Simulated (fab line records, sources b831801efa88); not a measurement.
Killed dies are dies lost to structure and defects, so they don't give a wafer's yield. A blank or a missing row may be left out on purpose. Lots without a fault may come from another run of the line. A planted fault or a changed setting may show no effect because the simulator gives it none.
fab line records | flow gf180mcu
record lots=15 wafers=45 last_day=32
route steps=602 shown V4@491 MIM@503
lots that met no fault: from a run of the same line without faults
start_h: hours from the record's first day to the start of the lot's first wafer shown | wait_h: hours since the lot's step before | " the same as in the row above | L1.1+2: a row that stands for several wafers | - no value, or no start given | * or withheld: withheld | < > ~ a bound
route shown NAME@n: a module of which the file shows steps, and the number in the route of the first | usual: mean/standard deviation of fault-free wafers | same: alike in all rows | chamber/n: place in a boat | sites: the reading at each site | _std_site: their standard deviation | _edge_site: outer sites' mean less inner sites' | radius_mm: how far each site lies from the wafer's centre | mask NAME#n: copy n | behind: the tool/chamber that last shaped the wafer | hold: why the lot was held/for how many hours/how that ended | device: the transistor (n, p or np) that didn't switch | end of line: the same wafers' tests at the end of the route | a step without rows: its recipe alone | killed: dies lost to structure and defects at the first sort, not the wafer's yield | map: a wafer's dies, x killed, . not, _ none there
set.NAME: the setting as run; set.NAME@STEP: as run at that earlier step | model.NAME: the simulator's own value behind a step, which no gauge read
steps of the route over a sample of lots; a table a step, a row a wafer
services: from which hour (start_h, from the record's first day; less than 0 if before it) a tool's chamber was out of use, for how many hours, and why
## steps
# step GF_V4_OVL_MEAS_15
# usual V4_OVL=1/6.8
# columns lot.wafer tool chamber start_h wait_h V4_OVL[nm]
L597.2 overlay-02 - 561.01 0.1 -1
L597.4 " - " " -4
L597.6 " - " " 3
L598.1 overlay-02 - 567.54 0.1 10
L598.2 " - " " -2
L598.3 " - " " 3
L601.1 overlay-02 - 595.61 0.1 2
L601.5 " - " " -1
L601.6 " - " " -5
L602.4 overlay-01 - 605.02 0.1 16
L602.5 " - " " 6
L602.6 " - " " 12
L603.2 overlay-01 - 612.96 0.1 3
L603.4 " - " " 2
L603.5 " - " " 0
L604.1 overlay-02 - 620.94 0.1 0
L604.4 " - " " -7
L604.6 " - " " -10
L605.2 overlay-02 - 639.36 0.1 -3
L605.3 " - " " 6
L605.6 " - " " 1
L606.1 overlay-02 - 642.95 0.1 6
L606.3 " - " " 7
L606.4 " - " " 0
L607.1 overlay-02 - 643.66 0.1 -7
L607.4 " - " " 3
L607.6 " - " " 0
L608.4 overlay-01 - 659.52 0.1 -2
L608.5 " - " " 7
L608.6 " - " " 2
L609.4 overlay-01 - 661.22 0.1 1
L609.5 " - " " 6
L609.6 " - " " 2
L611.3 overlay-02 - 677.02 0.1 -5
L611.5 " - " " 0
L611.6 " - " " -11
L617.2 overlay-01 - 709.00 0.1 -8
L617.3 " - " " -8
L617.4 " - " " -8
L616.3 overlay-01 - 710.37 0.1 -7
L616.4 " - " " -4
L616.6 " - " " 0
L618.1 overlay-01 - 717.55 0.1 -2
L618.5 " - " " 1
L618.6 " - " " 2
# step GF_V4_RS_MEAS_24
# recipe thk_meas_gauge=four-point-probe reads=W_of_V4_CVD_23+TiN_of_V4_SPUTTER_22+Ti_of_V4_SPUTTER_21
# usual V4_W_RS=0.326/0.0039
# columns lot.wafer tool chamber start_h wait_h V4_W_RS[ohm/sq]
L597.2 film_metro-02 - 561.94 0.1 0.328
L597.4 " - " " 0.325
L597.6 " - " " 0.322
L598.1 film_metro-04 - 568.45 0.1 0.326
L598.2 " - " " 0.326
L598.3 " - " " 0.327
L601.1 film_metro-02 - 596.86 0.1 0.323
L601.5 " - " " 0.327
L601.6 " - " " 0.324
L602.4 film_metro-02 - 605.98 0.1 0.330
L602.5 " - " " 0.329
L602.6 " - " " 0.327
L603.2 film_metro-03 - 614.00 0.2 0.327
L603.4 " - " " 0.325
L603.5 " - " " 0.324
L604.1 film_metro-02 - 621.86 0.1 0.324
L604.4 " - " " 0.328
L604.6 " - " " 0.326
L605.2 film_metro-04 - 640.31 0.1 0.327
L605.3 " - " " 0.319
L605.6 " - " " 0.325
L606.1 film_metro-02 - 643.88 0.1 0.325
L606.3 " - " " 0.335
L606.4 " - " " 0.325
L607.1 film_metro-03 - 644.59 0.1 0.324
L607.4 " - " " 0.325
L607.6 " - " " 0.328
L608.4 film_metro-03 - 660.48 0.1 0.334
L608.5 " - " " 0.320
L608.6 " - " " 0.331
L609.4 film_metro-02 - 662.18 0.1 0.321
L609.5 " - " " 0.319
L609.6 " - " " 0.327
L611.3 film_metro-02 - 677.99 0.1 0.323
L611.5 " - " " 0.320
L611.6 " - " " 0.323
L617.2 film_metro-03 - 709.92 0.1 0.326
L617.3 " - " " 0.329
L617.4 " - " " 0.331
L616.3 film_metro-02 - 711.32 0.1 0.328
L616.4 " - " " 0.319
L616.6 " - " " 0.323
L618.1 film_metro-02 - 718.46 0.1 0.324
L618.5 " - " " 0.328
L618.6 " - " " 0.331
# step GF_V4_CMP_26
# recipe stop_on=SiO2 down_force_psi=3.5 platen_rpm=60 t_overpolish_s=15 target_thk_nm=0 pad_velocity_m_s=0.94248
# usual motor_current_A=11.3/0.92 overpolish_run_s=15.000/0.0083 time_to_endpoint_s=89/4
# columns lot.wafer tool chamber start_h wait_h motor_current_A overpolish_run_s time_to_endpoint_s
L597.4 cmp-01 2 562.10 0.0 11.8 15.000 93
L597.2 " 0 " " 11.3 15.000 94
L597.6 " 3 " " 12.2 15.004 89
L598.1 cmp-01 0 568.78 0.2 10.2 15.003 94
L598.3 " 1 " " 11.4 14.990 87
L598.2 " 2 " " 10.9 15.003 93
L601.1 cmp-01 3 597.04 0.1 12.3 14.994 89
L601.5 " 3 " " 12.0 15.012 86
L601.6 " 0 " " 10.7 15.011 89
L602.4 cmp-01 1 606.29 0.2 11.1 14.991 82
L602.6 " 3 " " 12.0 14.991 81
L602.5 " 0 " " 10.9 14.996 87
L603.4 cmp-01 0 614.16 0.0 11.0 14.988 89
L603.2 " 3 " " 12.0 15.014 82
L603.5 " 0 " " 10.7 15.007 91
L604.1 cmp-02 0 622.14 0.1 10.1 14.987 86
L604.4 " 1 " " 12.9 15.017 85
L604.6 " 2 " " 10.3 14.997 92
L605.2 cmp-02 1 640.69 0.3 13.3 14.994 83
L605.3 " 2 " " 10.3 14.995 92
L605.6 " 0 " " 10.3 15.000 84
L606.4 cmp-01 1 644.06 0.0 11.2 14.995 89
L606.3 " 2 " " 11.1 14.986 89
L606.1 " 3 " " 12.2 14.992 90
L607.1 cmp-01 1 644.87 0.1 10.6 15.015 86
L607.4 " 2 " " 11.0 14.997 91
L607.6 " 0 " " 10.9 15.001 94
L608.4 cmp-02 0 660.60 0.0 10.2 15.019 84
L608.6 " 0 " " 10.1 14.996 83
L608.5 " 1 " " 13.5 14.998 87
L609.4 cmp-02 3 662.30 0.0 11.1 14.998 82
L609.5 " 3 " " 10.6 15.002 86
L609.6 " 0 " " 10.2 15.003 82
L611.3 cmp-01 1 678.23 0.1 11.4 14.985 91
L611.6 " 3 " " 12.5 14.990 91
L611.5 " 0 " " 10.9 14.997 97
L617.2 cmp-02 1 710.13 0.1 12.9 14.977 83
L617.3 " 2 " " 10.3 15.007 93
L617.4 " 3 " " 11.2 15.000 81
L616.3 cmp-01 3 711.46 0.0 11.9 15.002 84
L616.4 " 1 " " 11.3 14.999 86
L616.6 " 0 " " 11.0 15.010 93
L618.1 cmp-02 1 718.79 0.2 13.8 15.001 90
L618.6 " 2 " " 9.9 14.997 95
L618.5 " 3 " " 11.5 15.000 87
# step GF_MIM_SPUTTER_00
# recipe material=Ti target_thk_nm=37.5 arriving_ion_energy_ev=80 substrate_temp_c=200 chamber_pressure_pa=2 power_w=4000 time_s=150
# usual cathode_dc_power_W=4000.0/0.84 chamber_pressure_pa=2.000/0.0037 throttle_valve_pct=29.9/0.92
# columns lot.wafer tool chamber start_h wait_h cathode_dc_power_W chamber_pressure_pa throttle_valve_pct
L597.2 pvd_sputter-04 - 562.40 0.1 3999.8 2.000 28.7
L597.4 " - " " 3999.4 2.001 28.7
L597.6 " - " " 4000.5 1.995 28.7
L598.1 pvd_sputter-03 - 569.08 0.2 3998.4 1.998 28.0
L598.2 " - " " 3999.4 1.999 31.7
L598.3 " - " " 4000.4 2.007 30.1
L601.1 pvd_sputter-02 - 597.34 0.2 4000.2 2.007 31.2
L601.5 " - " " 4001.8 1.995 29.2
L601.6 " - " " 3999.7 2.005 29.8
L602.4 pvd_sputter-02 - 606.49 0.1 4000.6 2.002 29.4
L602.5 " - " " 4001.3 2.002 30.5
L602.6 " - " " 4000.1 2.000 29.4
L603.2 pvd_sputter-02 - 614.46 0.1 4000.2 1.997 29.7
L603.4 " - " " 3998.3 1.995 29.3
L603.5 " - " " 3999.3 1.994 29.3
L604.1 pvd_sputter-02 - 622.34 0.1 4000.7 1.998 31.2
L604.4 " - " " 4001.0 2.000 29.7
L604.6 " - " " 4000.9 2.003 29.6
L605.2 pvd_sputter-02 - 640.94 0.2 4000.5 1.993 29.6
L605.3 " - " " 4001.2 1.996 30.5
L605.6 " - " " 3999.5 1.997 29.4
L606.1 pvd_sputter-03 - 644.36 0.1 4000.5 1.998 29.9
L606.3 " - " " 4000.1 1.996 31.7
L606.4 " - " " 4000.5 2.003 28.1
L607.1 pvd_sputter-04 - 645.07 0.1 3999.5 2.001 30.3
L607.4 " - " " 4000.7 1.998 28.8
L607.6 " - " " 4000.2 2.001 30.6
L608.4 pvd_sputter-02 - 660.90 0.2 4002.2 1.999 31.2
L608.5 " - " " 3999.9 1.997 31.2
L608.6 " - " " 3999.5 1.998 29.8
L609.4 pvd_sputter-03 - 662.60 0.2 3999.7 2.003 30.0
L609.5 " - " " 4000.9 1.994 31.7
L609.6 " - " " 3999.5 1.995 30.1
L611.3 pvd_sputter-03 - 678.43 0.1 4000.6 2.002 27.9
L611.5 " - " " 3997.9 2.000 29.6
L611.6 " - " " 3998.6 1.996 30.0
L617.2 pvd_sputter-02 - 710.38 0.2 - - -
L617.3 " - " " - - -
L617.4 " - " " - - -
L616.3 pvd_sputter-02 - 711.76 0.2 - - -
L616.4 " - " " - - -
L616.6 " - " " - - -
L618.1 pvd_sputter-03 - 718.94 0.1 - - -
L618.5 " - " " - - -
L618.6 " - " " - - -
## services
# columns tool chamber start_h hours kind
pvd_sputter-04 - 538.31 1.2 repair
cmp-01 - 572.03 4.0 pm
cmp-02 - 575.54 4.4 repair
cmp-01 - 576.03 - consumable_replace:conditioner
cmp-01 - 576.03 - consumable_replace:pad
pvd_sputter-04 - 576.79 2.1 repair
pvd_sputter-03 - 580.09 2.6 repair
cmp-01 - 607.60 0.7 repair
pvd_sputter-04 - 620.05 12.9 repair
cmp-02 - 645.14 1.1 repair
cmp-01 - 656.28 4.9 pm
pvd_sputter-02 - 658.98 0.5 repair
cmp-01 - 666.06 0.6 repair
cmp-01 - 668.23 1.3 repair
cmp-01 - 675.33 1.3 repair
cmp-01 - 684.73 0.2 repair
cmp-02 - 695.67 3.2 repair
cmp-01 - 717.88 1.8 repair
## key
first_sign step=GF_MIM_SPUTTER_00 reading=tool_record direction=missing
effect none on later readings
met_at GF_MIM_SPUTTER_00
struck_lots L616,L617,L618
later_rows_left_out L616.3,L616.4,L616.6,L617.2,L617.3,L617.4,L618.1,L618.5,L618.6
sort_left_out L616.3,L616.4,L616.6,L617.2,L617.3,L617.4,L618.1,L618.5,L618.6
not_acting_at GF_V4_OVL_MEAS_15,GF_V4_RS_MEAS_24,GF_V4_CMP_26
onset_between 678.43 710.38
fault kind=skipped_step_whole tool=pvd_sputter-02,pvd_sputter-03 chamber=- onset_h=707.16 steps=GF_MIM_SPUTTER_00 scope=struck_lots_only
# sort_left_out: the simulated sort isn't trusted on such a fault, so these wafers' sort isn't shown, and their yield isn't known
# later_rows_left_out: the simulator's readings of these wafers behind a module that went badly wrong aren't trusted and aren't shown, but for the sort
